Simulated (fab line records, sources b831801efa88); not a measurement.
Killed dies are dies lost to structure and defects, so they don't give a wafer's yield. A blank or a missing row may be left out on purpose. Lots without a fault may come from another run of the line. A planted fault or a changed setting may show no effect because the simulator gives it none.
Chamber matching | flow sky130 | SKY_LI_CONTACT_CMP_24 on cmp-01: 4 sister chambers
The step polishes, stops on PSG, t overpolish 20 s, target thk 0 nm. 8 wafers are shown with their chamber, then 8 later ones without.

WAFERS WITH THEIR CHAMBER
wafer  | chamber | motor_current_A (A) | time_to_endpoint_s (s)
L390.2 | 1       | 10.5                | 97
L393.2 | 1       | 10.2                | 93
L393.4 | 3       | 11.4                | 94
L393.6 | 0       | 11.6                | 95
L394.2 | 0       | 11.6                | 94
L394.3 | 2       | 8.6                 | 94
L394.6 | 2       | 8.4                 | 89
L396.3 | 3       | 10.6                | 93

WAFERS WITHOUT THEIR CHAMBER
wafer  | motor_current_A (A) | time_to_endpoint_s (s)
L396.5 | 11.3                | 98
L396.6 | 10.0                | 95
L404.1 | 11.8                | 98
L404.2 | 10.4                | 96
L404.3 | 11.1                | 96
L405.3 | 12.1                | 102
L405.4 | 10.5                | 96
L405.5 | 11.4                | 98

WHICH CHAMBER EACH WENT THROUGH
wafer  | from the rows above          | in truth
L396.5 | can't be placed: 0 or 3 or 1 | 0
L396.6 | 1                            | 1
L404.1 | can't be placed: 0 or 3      | 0
L404.2 | can't be placed: 1 or 3      | 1
L404.3 | can't be placed: 3 or 0 or 1 | 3
L405.3 | can't be placed: 0 or 3      | 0
L405.4 | can't be placed: 1 or 3      | 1
L405.5 | can't be placed: 0 or 3 or 1 | 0
Placed correctly: 1 of 8. Can't be placed from these rows: 7 (the true chamber is among the candidates in 7). Placed wrongly: 0.
How it was worked out, from the rows above alone: a wafer's distance from a chamber is the root of the sum, over the readings, of the square of ((its reading less the chamber's mean) divided by the reading's scatter). The wafer belongs to the nearest chamber; if the next one is less than 2 further off, it can't be placed. A chamber's mean is the mean of its shown wafers. The scatter: the root of (the sum of the squares of (reading less its chamber's mean) over the shown wafers, divided by (wafers less chambers)).
